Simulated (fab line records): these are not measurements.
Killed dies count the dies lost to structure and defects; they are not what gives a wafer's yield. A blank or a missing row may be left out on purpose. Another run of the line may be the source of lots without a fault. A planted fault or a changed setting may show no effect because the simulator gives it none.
The tool behind it: which one?	flow sky130	12 lots, 36 wafers sampled, at 3 steps of a route of 708

== WHAT EACH GAUGE READ, for each wafer ==
SKY_LOCAL_INTERCONNECT_THK_MEAS_02: measures by xrf. Usual: LOCAL_INTERCONNECT_TIN_THK 100.0 nm, standard deviation 1.1.
lot	measured	on	LOCAL_INTERCONNECT_TIN_THK (nm)	flag
L686	day 30 06:38	filmMetro-02	99.3 99.7 99.9	
L687	day 30 18:29	filmMetro-03	101.5 100.9 102.1	
L693	day 32 22:26	filmMetro-04	99.3 99.1 100.2	
L694	day 33 05:44	filmMetro-04	99.1 100.3 100.0	
L695	day 33 12:43	filmMetro-02	102.5 102.7 103.3	
L698	day 34 13:04	filmMetro-04	99.8 99.9 100.3	
L700	day 35 01:14	filmMetro-03	97.6 98.3 98.0	
L701	day 35 09:52	filmMetro-04	102.0 101.8 100.9	
L702	day 35 20:46	filmMetro-04	100.4 99.8 99.5	
L704	day 36 09:10	filmMetro-02	99.9 99.6 100.4	
L706	day 36 12:31	filmMetro-04	99.3 99.4 99.7	
L705	day 36 14:20	filmMetro-04	99.1 98.9 100.0	

== WHICH TOOL RAN EACH LOT (tool, then ch and the chambers of the sampled wafers, then the start) ==
lot	SKY_LI_CONTACT_CMP_02	SKY_LOCAL_INTERCONNECT_SPUTTER_00
L686	cmp-01 ch 2,3, day 29 00:46	pvdSputter-01, day 30 06:26
L687	cmp-01 ch 0,3, day 29 13:19	pvdSputter-02, day 30 18:18
L693	cmp-02 ch 0,1,2, day 31 16:04	pvdSputter-01, day 32 22:15
L694	cmp-01 ch 0,3, day 32 00:55	pvdSputter-01, day 33 05:32
L695	cmp-02 ch 0,2, day 32 08:16	pvdSputter-02, day 33 12:32
L698	cmp-01 ch 0,1, day 33 09:00	pvdSputter-02, day 34 12:52
L700	cmp-02 ch 1,2, day 33 21:34	pvdSputter-02, day 35 01:02
L701	cmp-01 ch 0,3, day 34 05:40	pvdSputter-02, day 35 09:39
L702	cmp-02 ch 0,1,2, day 34 17:22	pvdSputter-03, day 35 20:34
L704	cmp-02 ch 1,2,3, day 35 05:36	pvdSputter-01, day 36 08:59
L706	cmp-01 ch 1,3, day 35 08:26	pvdSputter-01, day 36 12:20
L705	cmp-01 ch 0,1,3, day 35 10:25	pvdSputter-03, day 36 14:08
- SKY_LI_CONTACT_CMP_02: polishes PSG.
- SKY_LOCAL_INTERCONNECT_SPUTTER_00: material TiN, target thk 100 nm, time 83.3 s.

== WHAT THE TOOLS THEMSELVES READ (means of the sampled wafers that have a number; where no wafer has one, the mark that the record gives instead) ==
SKY_LI_CONTACT_CMP_02. Usual: motorCurrentA 12.3 A, standard deviation 0.88; timeToEndpointS 37.5 s, standard deviation 2.2.
lot	tool	motorCurrentA (A)	timeToEndpointS (s)	flag
L686	cmp-01	11.7	40.8	
L687	cmp-01	12.8	35.4	
L693	cmp-02	11.7	37.2	
L694	cmp-01	13.0	38.4	
L695	cmp-02	11.9	36.0	
L698	cmp-01	12.9	39.0	
L700	cmp-02	12.5	36.7	
L701	cmp-01	13.1	36.3	
L702	cmp-02	12.1	37.4	
L704	cmp-02	12.6	36.5	
L706	cmp-01	12.4	37.4	
L705	cmp-01	12.8	38.4	

SKY_LOCAL_INTERCONNECT_SPUTTER_00. Usual: cathodeDcPowerW 6500.1 W, standard deviation 1.1; throttleValvePct 29.3 %, standard deviation 0.92.
lot	tool	cathodeDcPowerW (W)	throttleValvePct (%)	flag
L686	pvdSputter-01	6500.1	29.1	
L687	pvdSputter-02	6499.9	28.8	
L693	pvdSputter-01	6499.9	29.1	
L694	pvdSputter-01	6500.3	28.7	
L695	pvdSputter-02	6499.8	29.1	
L698	pvdSputter-02	6499.9	29.3	
L700	pvdSputter-02	6499.9	29.4	
L701	pvdSputter-02	6499.2	28.5	
L702	pvdSputter-03	6500.3	30.2	
L704	pvdSputter-01	6499.3	30.3	
L706	pvdSputter-01	6500.6	29.1	
L705	pvdSputter-03	6499.8	29.8	

== THE ANSWER, worked out from the rows above alone ==
Rule: lot off if the mean of its wafers having a number is beyond 3 standard deviations from the usual mean. A lot without any number at a reading at which 4 lots or more have one is off too. Any other lot the step has rows for is counted as sound. First the gauges in route order, then the tools' own readings, where a lot's mean is used as printed above. At the first step where some lot is off, the reading lying furthest off is the one used; lots without a number count as furthest.
None of the lots is off at any reading shown; this tells nothing.

== WHAT THE SIMULATOR PUT IN ==
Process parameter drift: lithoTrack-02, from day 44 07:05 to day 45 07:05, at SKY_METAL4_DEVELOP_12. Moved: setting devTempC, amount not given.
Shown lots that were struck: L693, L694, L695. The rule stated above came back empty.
